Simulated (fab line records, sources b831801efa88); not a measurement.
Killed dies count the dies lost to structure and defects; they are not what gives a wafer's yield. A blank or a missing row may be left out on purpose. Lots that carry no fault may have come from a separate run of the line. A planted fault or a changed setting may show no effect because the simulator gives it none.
Which of the tools did it?	flow gf180mcu	39 wafers from 13 lots sampled at 5 of the route's 602 steps

== WHAT THE GAUGES READ, wafer by wafer ==
GF_HV_LDD_RS_MEAS_53: uses a four-point probe to measure. Usual: HV_LDD_RS 418.0 ohm/sq, standard deviation 0.79.
lot	measured	on	HV_LDD_RS (ohm/sq)	flag
L184	day 14 00:38	film-metro-02	417.3 416.9 418.2	
L188	day 15 06:18	film-metro-03	417.3 417.3 417.4	
L187	day 15 07:40	film-metro-03	419.7 417.8 418.3	
L190	day 15 23:31	film-metro-03	419.7 420.4 418.8	
L191	day 16 03:31	film-metro-04	420.3 420.7 420.6 421.4 421.2 420.2	OFF
L192	day 16 09:40	film-metro-04	421.0 421.2 420.9 421.1 420.0 420.1	OFF
L194	day 17 07:29	film-metro-03	422.4 422.0 422.2 422.3 422.4 421.8	OFF
L197	day 18 05:46	film-metro-03	418.5 418.6 418.6	
L199	day 18 17:26	film-metro-03	418.2 416.8 417.2	
L200	day 19 03:05	film-metro-04	418.6 418.5 418.3	
L201	day 19 14:32	film-metro-03	417.4 417.9 417.2	
L202	day 19 20:34	film-metro-04	417.9 418.8 419.7	
L203	day 20 08:38	film-metro-03	417.7 417.8 417.1	

GF_V3_BOW_MEAS_05. Usual: V3_BOW 116 um, standard deviation 8.8.
lot	measured	on	V3_BOW (um)	flag
L184	day 23 02:30	film-metro-04	120 116 119	
L188	day 24 10:40	film-metro-04	116 114 111	
L187	day 24 17:16	film-metro-01	129 117 121	
L190	day 25 04:42	film-metro-04	113 118 112	
L191	day 25 09:26	film-metro-02	124 115 124	
L192	day 25 18:10	film-metro-04	111 116 107	
L194	day 26 15:16	film-metro-01	120 121 131	
L197	day 27 13:16	film-metro-01	111 121 111	
L199	day 27 20:23	film-metro-01	130 134 135	
L200	day 27 23:47	film-metro-02	111 121 123	
L201	day 28 12:10	film-metro-01	108 110 112	
L202	day 28 17:05	film-metro-02	122 132 123	
L203	day 29 03:50	film-metro-04	116 110 101	

GF_V3_RS_MEAS_24: uses a four-point probe to measure. Usual: V3_W_RS 0.329 ohm/sq, standard deviation 0.0046.
lot	measured	on	V3_W_RS (ohm/sq)	flag
L184	day 24 01:16	film-metro-01	0.329 0.327 0.334	
L188	day 25 09:34	film-metro-04	0.324 0.325 0.323	
L187	day 25 15:46	film-metro-01	0.339 0.332 0.327	
L190	day 26 02:43	film-metro-01	0.331 0.333 0.335	
L191	day 26 07:35	film-metro-01	0.328 0.335 0.332	
L192	day 26 16:06	film-metro-04	0.332 0.333 0.331	
L194	day 27 13:30	film-metro-01	0.326 0.330 0.331	
L197	day 28 10:19	film-metro-02	0.319 0.324 0.318	
L199	day 28 17:35	film-metro-04	0.331 0.333 0.323	
L200	day 28 20:05	film-metro-01	0.332 0.333 0.334	
L201	day 29 08:32	film-metro-01	0.328 0.330 0.327	
L202	day 29 13:10	film-metro-02	0.322 0.327 0.327	
L203	day 29 23:15	film-metro-01	0.329 0.331 0.325	

== EACH LOT AND THE TOOL THAT RAN IT (in order: tool; ch and the chambers of the sampled wafers; start) ==
lot	GF_HV_LDD_IMPLANT_36	GF_V3_STRIP_18
L184	implanter-03 ch 0, day 13 03:08	plasma-asher-04 ch 0,1, day 24 00:28
L188	implanter-03 ch 0, day 14 08:31	plasma-asher-03 ch 0,1, day 25 08:49
L187	implanter-04 ch 0, day 14 10:00	plasma-asher-02 ch 0, day 25 14:59
L190	implanter-04 ch 0, day 15 01:34	plasma-asher-02 ch 0,1, day 26 01:58
L191	implanter-04 ch 0, day 15 05:46	plasma-asher-04 ch 0,1, day 26 06:50
L192	implanter-04 ch 0, day 15 11:18	plasma-asher-02 ch 0,1, day 26 15:20
L194	implanter-04 ch 0, day 16 08:28	plasma-asher-04 ch 0, day 27 11:56
L197	implanter-03 ch 0, day 17 06:37	plasma-asher-02 ch 0,1, day 28 09:31
L199	implanter-01 ch 0, day 17 18:01	plasma-asher-03 ch 0,1, day 28 16:47
L200	implanter-03 ch 0, day 18 03:05	plasma-asher-04 ch 0,1, day 28 19:20
L201	implanter-03 ch 0, day 18 13:12	plasma-asher-03 ch 1, day 29 07:44
L202	implanter-04 ch 0, day 18 19:44	plasma-asher-02 ch 0,1, day 29 12:22
L203	implanter-03 ch 0, day 19 07:17	plasma-asher-04 ch 0,1, day 29 22:28
- GF_HV_LDD_IMPLANT_36
- GF_V3_STRIP_18: strips in O2/N2.

== AS READ BY THE TOOLS THEMSELVES (means over the sampled wafers that have a number; for cases with no such wafer, the mark the record gives instead) ==
GF_HV_LDD_IMPLANT_36. Usual: end-station-pressure-torr reads 5.02e-06 Torr (standard deviation 2.8e-07).
lot	tool	end-station-pressure-torr (Torr)	flag
L184	implanter-03	4.71e-06	
L188	implanter-03	4.70e-06	
L187	implanter-04	4.71e-06	
L190	implanter-04	5.10e-06	
L191	implanter-04	5.01e-06	
L192	implanter-04	4.97e-06	
L194	implanter-04	4.73e-06	
L197	implanter-03	5.19e-06	
L199	implanter-01	5.13e-06	
L200	implanter-03	5.06e-06	
L201	implanter-03	5.01e-06	
L202	implanter-04	5.15e-06	
L203	implanter-03	5.09e-06	

GF_V3_STRIP_18. Usual: drypump-motor-current-A 5.8 A, standard deviation 0.6; heater-power-w 304 W, standard deviation 19; oes-product-au 0.594 a.u., standard deviation 0.0049.
lot	tool	drypump-motor-current-A (A)	heater-power-w (W)	oes-product-au (a.u.)	flag
L184	plasma-asher-04	5.7	315	0.592	
L188	plasma-asher-03	5.4	283	0.594	
L187	plasma-asher-02	6.4	325	0.592	
L190	plasma-asher-02	6.1	306	0.593	
L191	plasma-asher-04	5.5	308	0.598	
L192	plasma-asher-02	6.3	313	0.592	
L194	plasma-asher-04	6.0	326	0.595	
L197	plasma-asher-02	6.2	314	0.600	
L199	plasma-asher-03	6.0	294	0.595	
L200	plasma-asher-04	5.5	307	0.596	
L201	plasma-asher-03	4.9	275	0.599	
L202	plasma-asher-02	6.1	301	0.596	
L203	plasma-asher-04	5.7	317	0.593	

== THE ANSWER, worked out from the rows above alone ==
Rule: a lot counts as off when the mean over its wafers that have a number is more than 3 standard deviations away from the usual mean. Also off: a lot with no number at a reading for which 4 or more lots have one. Where the step has rows for the other lots, those lots are counted as sound. The gauges are gone through in route order, then the tools' own readings, and for those a lot's mean is taken as printed above. At the first step where some lot is off, the reading lying furthest off is the one used; lots without a number count as furthest.
Off: at GF_HV_LDD_RS_MEAS_53 (HV_LDD_RS), L191, L192, L194.
A tool fits if, at a process step before that reading, it ran every lot that is off, and no sound lot after the first of them. Gauges at GF_HV_LDD_RS_MEAS_53: tried the same way as those tools. No candidate that was tried fits.

== WHAT WAS PUT IN BY THE SIMULATOR ==
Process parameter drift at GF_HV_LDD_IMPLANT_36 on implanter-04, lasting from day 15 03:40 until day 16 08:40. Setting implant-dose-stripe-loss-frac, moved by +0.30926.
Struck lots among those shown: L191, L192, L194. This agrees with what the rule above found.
